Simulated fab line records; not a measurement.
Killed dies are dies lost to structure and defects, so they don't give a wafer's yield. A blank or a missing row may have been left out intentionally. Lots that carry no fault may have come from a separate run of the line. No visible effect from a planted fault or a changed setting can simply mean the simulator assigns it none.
A lot that was struck, set against a sound lot + flow sfq_line + 14 out of 325 route steps
Sound: these wafers, L985.1, L985.4, L985.6. Struck: wafer L996.1. (L996.2 of the same lot was not struck and is left out.) The cause comes at the end.
Each step with rows lists, per side, the tool, then ch with its chambers, then its first start. Under that, the readings that differ: sound wafers + struck wafers + difference of the means + sigmas: that difference in standard deviations of wafers without a fault.
alike: a reading whose means differ by less than 2 such deviations, as well as words and numbers matching on both sides. not compared: withheld readings; readings where some wafer has no value; bounds like >300 that might hide an equal value; numbers whose values overlap and for which the record gives no deviation.
A row with sigmas, a row that says differs or no value, or rows on one side alone: a step with any of these is where the two part. Non-overlapping numbers with no deviation appear without sigmas and do not part them. A reading missing from all wafers of one side parts the sides only when that side holds two or more wafers.

first, 2 steps without rows for these wafers: SFQ_TRILAYER_I2_VIA_STRIP_SOLV_CLEAN_072 (cleans in NMP, time 600 s); SFQ_TRILAYER_M3_DEP_PRE_CLEAN_074 (time 22.5 s).
SFQ_TRILAYER_M3_DEP_SPUTTER_073: material Nb, target thk 200 nm, time 133.3 s.
  struck on pvd_sputter-04, day 46 09:11; sound on pvd_sputter-03, day 42 23:34
  alike: base_pressure_pa, throttle_valve_pct
SFQ_M3_RS_MEAS_919: measures by four-point-probe.
  struck on film_metro-04, day 46 09:17; sound on film_metro-04, day 42 23:39
  alike: M3_NB_RS
then, 6 steps without rows for these wafers: SFQ_TRILAYER_M3_LITHO_COAT_080 (resist thk 62 nm); SFQ_TRILAYER_M3_LITHO_COAT_075 (resist thk 600 nm); SFQ_TRILAYER_M3_LITHO_SOFTBAKE_079; SFQ_TRILAYER_M3_LITHO_EXPOSE_076 (exposes mask M3, target cd 500 nm); SFQ_TRILAYER_M3_LITHO_PEB_078 (peb time 60 s); SFQ_TRILAYER_M3_LITHO_DEVELOP_077 (time 60 s).
-- the record jumps here: 5 days lie between the struck wafers' starts before and after --
SFQ_M3_OVL_MEAS_921:
  struck on overlay-01, day 51 18:23; sound on overlay-01, day 43 23:08
  alike: M3_OVL
SFQ_TRILAYER_M3_BARC_OPEN_METAL_ETCH_100: etches BARC in O2, target depth 125 nm, time 41.7 s.
  sound on rie_metal-02 ch 0,1, day 43 23:10; struck on rie_metal-02 ch 1, day 51 18:26
| reading                                             | sound             | struck | difference | sigmas |
|-----------------------------------------------------|-------------------|--------|------------|--------|
| model.KrF_of_TRILAYER_M3_LITHO_COAT_075.thk_nm (nm) | 521.2 518.4 522.5 | 530.9  | +10.2      |        |
  alike: drypump_motor_current_A, oes_product_au
  not compared: rf_hours_counter_h
SFQ_TRILAYER_M3_ETCH_METAL_ETCH_078: etches Nb in Cl2/Ar, stops on SiO2, target depth 240 nm, time 120 s.
  sound on rie_metal-02 ch 0,1, day 43 23:14; struck on rie_metal-02 ch 1, day 51 18:29
| reading                                             | sound             | struck | difference | sigmas |
|-----------------------------------------------------|-------------------|--------|------------|--------|
| model.KrF_of_TRILAYER_M3_LITHO_COAT_075.thk_nm (nm) | 377.9 374.3 380.2 | 389    | +12        |        |
  alike: drypump_motor_current_A, oes_product_au
  not compared: rf_hours_counter_h
SFQ_TRILAYER_M3_STRIP_STRIP_079: strips in O2.
  sound on rie_metal-02 ch 0,1, day 43 23:22; struck on rie_metal-02 ch 1, day 51 18:37
| reading               | sound             | struck | difference | sigmas |
|-----------------------|-------------------|--------|------------|--------|
| oes_product_au (a.u.) | 1.013 1.019 1.013 | 0.992  | -0.023     | -2     |
  alike: drypump_motor_current_A
  not compared: rf_hours_counter_h

## WHERE THEY PART
Within this record, at SFQ_TRILAYER_M3_STRIP_STRIP_079 only.

WHY: whatever the simulator had introduced
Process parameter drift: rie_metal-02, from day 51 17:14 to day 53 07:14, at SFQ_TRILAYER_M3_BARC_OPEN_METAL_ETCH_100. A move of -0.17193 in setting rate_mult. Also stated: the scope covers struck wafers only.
